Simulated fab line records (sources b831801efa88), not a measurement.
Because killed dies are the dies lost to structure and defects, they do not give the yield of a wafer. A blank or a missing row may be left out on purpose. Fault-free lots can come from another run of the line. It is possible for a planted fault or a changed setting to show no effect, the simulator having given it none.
The tool behind it: which one? | flow sky130 | 14 lots with 42 wafers sampled at 2 steps, on a route of 708 steps

WHAT THE GAUGES SHOWED, per wafer
The record lacks any reading of a measuring or inspecting step that a usual standard deviation could be used to judge.

TOOL THAT RAN EACH LOT (tool first, then ch and the chambers of the sampled wafers, then the start)
lot  | SKY_POLY_GATE_ETCH_17           | SKY_POLY_GATE_STRIP_18
L464 | rieSi-02 ch 2,3, day 16 02:13   | plasmaAsher-02 ch 0,1, day 16 02:18
L465 | rieSi-01 ch 1,3, day 16 15:49   | plasmaAsher-04 ch 0,1, day 16 15:52
L466 | rieSi-02 ch 0,1,2, day 17 03:05 | plasmaAsher-03 ch 0,1, day 17 03:08
L471 | rieSi-01 ch 0,2,3, day 19 06:16 | plasmaAsher-03 ch 0,1, day 19 06:21
L472 | rieSi-02 ch 0,1, day 19 15:34   | plasmaAsher-02 ch 0, day 19 15:37
L473 | rieSi-01 ch 1,3, day 19 18:04   | plasmaAsher-02 ch 0,1, day 19 18:07
L474 | rieSi-02 ch 0,2,3, day 20 01:35 | plasmaAsher-02 ch 0,1, day 20 01:38
L478 | rieSi-02 ch 0,2,3, day 21 19:50 | plasmaAsher-02 ch 0,1, day 21 19:53
L481 | rieSi-01 ch 0,2,3, day 22 23:02 | plasmaAsher-04 ch 0,1, day 22 23:05
L483 | rieSi-01 ch 0,1,2, day 23 11:34 | plasmaAsher-02 ch 0,1, day 23 11:37
L484 | rieSi-02 ch 0,1,3, day 23 22:25 | plasmaAsher-02 ch 0,1, day 23 22:28
L485 | rieSi-01 ch 1,2,3, day 24 07:19 | plasmaAsher-04 ch 0,1, day 24 07:24
L486 | rieSi-02 ch 1,2, day 24 09:43   | plasmaAsher-03 ch 0,1, day 24 09:48
L487 | rieSi-01 ch 1,2,3, day 24 19:37 | plasmaAsher-03 ch 0,1, day 24 19:40
- SKY_POLY_GATE_ETCH_17: etches poly-Si in HBr/Cl2, stops on SiO2, target depth 180 nm, time 70.5 s.
- SKY_POLY_GATE_STRIP_18: strips in O2/N2.

AS READ BY THE TOOLS THEMSELVES (means over the sampled wafers that have a number; for cases with no such wafer, the mark the record gives instead)
SKY_POLY_GATE_ETCH_17.
lot  | tool     | drypumpMotorCurrentA (A) | oesProductAu (a.u.) | throttleValvePct (%)
L464 | rieSi-02 | 5.6                      | 0.986               | 33.683
L465 | rieSi-01 | 5.8                      | 0.987               | 33.688
L466 | rieSi-02 | 6.1                      | 0.985               | 33.676
L471 | rieSi-01 | 5.6                      | 0.993               | 33.683
L472 | rieSi-02 | 6.1                      | 0.972               | 33.683
L473 | rieSi-01 | 5.4                      | 0.995               | 33.682
L474 | rieSi-02 | 5.6                      | 0.978               | 33.690
L478 | rieSi-02 | 5.6                      | 0.981               | 33.682
L481 | rieSi-01 | 5.6                      | 0.990               | 33.683
L483 | rieSi-01 | 6.0                      | 0.980               | 33.680
L484 | rieSi-02 | 5.7                      | 0.983               | 33.678
L485 | rieSi-01 | 6.0                      | 0.986               | 33.693
L486 | rieSi-02 | 6.5                      | 0.976               | 33.683
L487 | rieSi-01 | 6.0                      | 0.986               | 33.680

SKY_POLY_GATE_STRIP_18.
lot  | tool           | drypumpMotorCurrentA (A) | o2FlowSccm (sccm) | oesProductAu (a.u.) | stripTimeToEndpointS (s)
L464 | plasmaAsher-02 | 6.0                      | 3001              | 0.359               | 3.18
L465 | plasmaAsher-04 | 6.2                      | 2993              | 0.360               | 3.18
L466 | plasmaAsher-03 | 5.8                      | 3003              | 0.364               | 3.19
L471 | plasmaAsher-03 | 5.7                      | 2996              | 0.325               | 2.42
L472 | plasmaAsher-02 | 6.4                      | 2955              | 0.362               | 3.19
L473 | plasmaAsher-02 | 6.0                      | 3003              | 0.331               | 2.41
L474 | plasmaAsher-02 | 6.0                      | 3009              | 0.360               | 3.20
L478 | plasmaAsher-02 | 6.0                      | 2999              | 0.360               | 3.16
L481 | plasmaAsher-04 | 6.2                      | 2986              | 0.358               | 3.16
L483 | plasmaAsher-02 | 5.9                      | 2990              | 0.361               | 3.16
L484 | plasmaAsher-02 | 5.5                      | 3001              | 0.360               | 3.19
L485 | plasmaAsher-04 | 6.2                      | 2993              | 0.366               | 3.22
L486 | plasmaAsher-03 | 5.8                      | 3003              | 0.362               | 3.21
L487 | plasmaAsher-03 | 5.8                      | 2999              | 0.360               | 3.19

THE ANSWER, worked out from the rows above alone
Rule: what is usual is taken from the lots themselves. Put in order of their means at a reading, lots are off if they are a third of the lots or fewer, leave a main group of 4 or more, and stand apart from it by a gap of 3 or more times the standard deviation of the main group's means; of several such gaps the widest counts. If all means in a main group match to the digits the tables above print for the reading, that group is not used. A lot without any number at a reading at which 4 lots or more have one is off too. The other lots that the step has rows for count as sound. Order of review: gauges by route order, followed by the tools' own readings, for which a lot's mean as printed above is used. The first step at which some lot is off is used, and at that step the reading that is off furthest; a lot without a number counts as furthest.
Off: L471, L473, at SKY_POLY_GATE_STRIP_18 (stripTimeToEndpointS). The main group has a mean of 3.19 s with a standard deviation of 0.018.
A tool fits if, at that step or a process step before it, it ran every lot that is off, and no sound lot after the first of them. None of those tried fits.

WHAT THE SIMULATOR HAD PUT IN
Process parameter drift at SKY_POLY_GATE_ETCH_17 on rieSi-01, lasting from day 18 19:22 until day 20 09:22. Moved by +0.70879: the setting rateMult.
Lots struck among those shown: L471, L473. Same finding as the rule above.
